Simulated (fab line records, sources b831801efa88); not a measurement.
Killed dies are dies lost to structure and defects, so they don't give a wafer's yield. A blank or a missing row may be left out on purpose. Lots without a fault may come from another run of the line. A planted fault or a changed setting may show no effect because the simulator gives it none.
Which tool did it? | flow gf180mcu | 13 lots, 39 wafers sampled, at 4 steps of a route of 602

WHAT THE GAUGES READ, wafer by wafer
GF_V4_CD_MEAS_14: target cd 260 nm. Usual: cd_nm 260.1 nm, standard deviation 1.1.
lot  | measured     | on        | cd_nm (nm)        | flag
L264 | day 24 09:29 | cd_sem-01 | 261.1 260.2 261.0 |
L265 | day 24 22:26 | cd_sem-02 | 258.1 258.4 259.0 |
L266 | day 25 02:05 | cd_sem-01 | 260.6 261.2 259.8 |
L267 | day 25 06:17 | cd_sem-01 | 260.5 260.7 260.4 |
L268 | day 25 19:17 | cd_sem-01 | 261.2 259.6 260.2 |
L269 | day 26 01:22 | cd_sem-02 | 260.1 259.8 260.1 |
L270 | day 26 07:20 | cd_sem-01 | 259.7 259.3 260.4 |
L271 | day 27 00:11 | cd_sem-02 | 261.0 259.3 260.3 |
L272 | day 27 05:19 | cd_sem-01 | 258.2 259.2 258.0 |
L273 | day 27 06:40 | cd_sem-02 | 261.6 262.6 260.7 |
L283 | day 30 08:41 | cd_sem-02 | 260.3 261.0 261.3 |
L284 | day 30 12:36 | cd_sem-02 | 260.9 261.1 261.1 |
L285 | day 30 16:29 | cd_sem-02 | 260.9 260.8 261.0 |

GF_V5_RS_MEAS_24: measures by four-point-probe. Usual: V5_W_RS 0.328 ohm/sq, standard deviation 0.0041.
lot  | measured     | on            | V5_W_RS (ohm/sq)  | flag
L264 | day 27 05:28 | film_metro-02 | 0.334 0.333 0.323 |
L265 | day 27 17:00 | film_metro-02 | 0.332 0.326 0.326 |
L266 | day 27 21:04 | film_metro-04 | 0.323 0.325 0.336 |
L267 | day 28 00:33 | film_metro-04 | 0.333 0.323 0.336 |
L268 | day 28 12:35 | film_metro-02 | 0.320 0.322 0.327 |
L269 | day 28 19:23 | film_metro-03 | 0.324 0.330 0.326 |
L270 | day 29 01:17 | film_metro-02 | 0.326 0.324 0.335 |
L271 | day 29 15:49 | film_metro-04 | 0.325 0.323 0.325 |
L272 | day 29 19:36 | film_metro-03 | 0.325 0.333 0.328 |
L273 | day 29 20:44 | film_metro-02 | 0.335 0.336 0.331 |
L283 | day 32 16:32 | film_metro-04 | 0.330 0.325 0.329 |
L284 | day 32 20:53 | film_metro-03 | 0.328 0.329 0.330 |
L285 | day 33 01:29 | film_metro-02 | 0.327 0.328 0.323 |

WHICH TOOL RAN EACH LOT (tool, then ch and the chambers of the sampled wafers, then the start)
lot  | GF_M1_SPUTTER_01             | GF_M5_STRIP_11
L264 | pvd_sputter-02, day 16 01:58 | plasma_asher-04 ch 0,1, day 26 06:29
L265 | pvd_sputter-02, day 16 18:07 | plasma_asher-03 ch 0,1, day 26 17:55
L266 | pvd_sputter-02, day 16 21:01 | plasma_asher-02 ch 0,1, day 26 22:09
L267 | pvd_sputter-02, day 16 23:38 | plasma_asher-03 ch 0,1, day 27 02:29
L268 | pvd_sputter-02, day 17 17:19 | plasma_asher-02 ch 0,1, day 27 14:37
L269 | pvd_sputter-02, day 17 23:05 | plasma_asher-02 ch 0,1, day 27 21:50
L270 | pvd_sputter-03, day 18 04:50 | plasma_asher-04 ch 0,1, day 28 03:06
L271 | pvd_sputter-02, day 18 23:22 | plasma_asher-03 ch 0,1, day 28 17:45
L272 | pvd_sputter-02, day 19 05:41 | plasma_asher-03 ch 0,1, day 28 23:08
L273 | pvd_sputter-03, day 19 07:19 | plasma_asher-04 ch 0,1, day 29 00:09
L283 | pvd_sputter-01, day 23 01:37 | plasma_asher-03 ch 0,1, day 31 21:44
L284 | pvd_sputter-03, day 23 06:02 | plasma_asher-03 ch 0,1, day 32 02:38
L285 | pvd_sputter-02, day 23 11:50 | plasma_asher-02 ch 0,1, day 32 06:23
- GF_M1_SPUTTER_01: material TiN, target thk 30 nm, time 25 s.
- GF_M5_STRIP_11: strips in O2/N2.

WHAT THE TOOLS THEMSELVES READ (means of the sampled wafers that have a number; where no wafer has one, the mark that the record gives instead)
GF_M1_SPUTTER_01. Usual: throttle_valve_pct 29.6 %, standard deviation 0.72.
lot  | tool           | throttle_valve_pct (%) | flag
L264 | pvd_sputter-02 | 30.4                   |
L265 | pvd_sputter-02 | 29.3                   |
L266 | pvd_sputter-02 | 29.1                   |
L267 | pvd_sputter-02 | 29.4                   |
L268 | pvd_sputter-02 | 30.4                   |
L269 | pvd_sputter-02 | 30.1                   |
L270 | pvd_sputter-03 | 29.2                   |
L271 | pvd_sputter-02 | 29.6                   |
L272 | pvd_sputter-02 | 29.8                   |
L273 | pvd_sputter-03 | 29.1                   |
L283 | pvd_sputter-01 | 29.7                   |
L284 | pvd_sputter-03 | 29.3                   |
L285 | pvd_sputter-02 | 30.7                   |

GF_M5_STRIP_11. Usual: chamber_pressure_mTorr 1499.9 mTorr, standard deviation 1.4; drypump_motor_current_A 5.8 A, standard deviation 0.38; heater_power_w 313 W, standard deviation 30; oes_product_au 0.522 a.u., standard deviation 0.0051; strip_time_to_endpoint_s 7.02 s, standard deviation 0.07.
lot  | tool            | chamber_pressure_mTorr (mTorr) | drypump_motor_current_A (A) | heater_power_w (W) | oes_product_au (a.u.) | strip_time_to_endpoint_s (s) | flag
L264 | plasma_asher-04 | 1498.7                         | 5.7                         | 324                | 0.525                 | 7.04                         |
L265 | plasma_asher-03 | 1500.1                         | 5.9                         | 301                | 0.525                 | 7.10                         |
L266 | plasma_asher-02 | 1498.0                         | 5.5                         | 324                | 0.522                 | 7.03                         |
L267 | plasma_asher-03 | 1499.1                         | 5.9                         | 303                | 0.525                 | 7.08                         |
L268 | plasma_asher-02 | 1500.4                         | 5.6                         | 316                | 0.513                 | 6.93                         |
L269 | plasma_asher-02 | 1501.0                         | 5.5                         | 323                | 0.527                 | 7.08                         |
L270 | plasma_asher-04 | 1500.3                         | 6.0                         | 334                | 0.524                 | 7.02                         |
L271 | plasma_asher-03 | 1500.1                         | 6.1                         | 289                | 0.517                 | 7.03                         |
L272 | plasma_asher-03 | 1497.8                         | 5.9                         | 296                | 0.524                 | 7.03                         |
L273 | plasma_asher-04 | 1499.1                         | 6.0                         | 344                | 0.525                 | 7.08                         |
L283 | plasma_asher-03 | 1499.5                         | 6.0                         | 284                | 0.520                 | 6.98                         |
L284 | plasma_asher-03 | 1500.7                         | 5.9                         | 302                | 0.519                 | 6.95                         |
L285 | plasma_asher-02 | 1499.6                         | 5.6                         | 319                | 0.524                 | 7.04                         |

THE ANSWER, worked out from the rows above alone
Rule: a lot is off if the mean of its wafers that have a number lies more than 3 standard deviations from the usual mean. A lot without any number at a reading at which 4 lots or more have one is off too. The other lots that the step has rows for count as sound. The gauges are gone through in route order, then the tools' own readings, and for those a lot's mean is taken as printed above. The first step at which some lot is off is used, and at that step the reading that is off furthest; a lot without a number counts as furthest.
No lot is off at any reading shown: from this, nothing can be told.

WHAT THE SIMULATOR HAD PUT IN
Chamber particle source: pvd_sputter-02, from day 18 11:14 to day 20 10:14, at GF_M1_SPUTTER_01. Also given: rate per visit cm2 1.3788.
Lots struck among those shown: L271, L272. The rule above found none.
